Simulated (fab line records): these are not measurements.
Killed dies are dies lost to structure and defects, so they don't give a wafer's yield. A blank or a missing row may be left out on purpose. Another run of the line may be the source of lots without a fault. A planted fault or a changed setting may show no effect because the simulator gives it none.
One fault through the eyes of 2 desks ; flow sky130 ; every desk sees just its own numbers, and what lay behind them comes last

AT THE TOOL OWNER'S DESK: rieMetal-03
The tool's own readings at SKY_METAL1_METAL_ETCH_19 (etches the open film in Cl2/BCl3, stops on SiO2, target depth 360 nm, time 78 s): means of the sampled wafers that have a number, for each lot that ran on this tool. A lot is out of limits, marked OUT, if its mean lies more than 4 standard deviations from the usual mean; the brackets give that distance.
Columns: A = drypumpMotorCurrentA at SKY_METAL1_METAL_ETCH_19, usual 6.0 A; B = oesProductAu at SKY_METAL1_METAL_ETCH_19, usual 0.854 a.u.; C = rfFwdPowerW at SKY_METAL1_METAL_ETCH_19, usual 893 W; D = throttleValvePct at SKY_METAL1_METAL_ETCH_19, usual 22.263 %
lot;first seen here;A;B;C;D
L954;day 34 09:25;5.9;0.854;899;22.253
L962;day 36 22:56;6.3;0.852;898;22.263
L959;day 37 04:05;5.9;0.853;895;22.267
L965;day 37 07:32;5.9;0.858;892;22.269
L975;day 39 17:54;5.5;0.849;893;22.264
This desk's finding: nothing out of limits on any of the 5 lots.

FROM THE METROLOGY DESK
What the gauges read, lot by lot, whatever tool the lot ran on: means of the sampled wafers that have a number. A lot is out of limits, marked OUT, if its mean lies more than 4 standard deviations from the usual mean; the brackets give that distance.
Columns: A = cdNm at SKY_CONTACT_CD_MEAS_14, usual 170.2 nm; B = METAL1_OVL at SKY_METAL1_OVL_MEAS_16, usual 2 nm
lot;first seen here;A;B
L953;day 32 05:38;168.7;-2
L954;day 33 05:38;171.7;2
L962;day 35 19:54;171.2;1
L960;day 35 22:14;169.2;2
L959;day 35 23:55;171.1;4
L965;day 36 03:32;169.3;4
L968;day 36 13:36;167.8;10
L970;day 37 13:26;170.4;-4
L971;day 37 13:41;173.6;-1
L973;day 37 23:45;170.8;10
L975;day 38 15:10;169.6;9
This desk's finding: nothing out of limits on any of the 11 lots.

TAKEN TOGETHER
Nothing out of limits was seen by the tool owner's desk.
The metrology desk saw nothing out of limits.

WHAT THE SIMULATOR PUT IN
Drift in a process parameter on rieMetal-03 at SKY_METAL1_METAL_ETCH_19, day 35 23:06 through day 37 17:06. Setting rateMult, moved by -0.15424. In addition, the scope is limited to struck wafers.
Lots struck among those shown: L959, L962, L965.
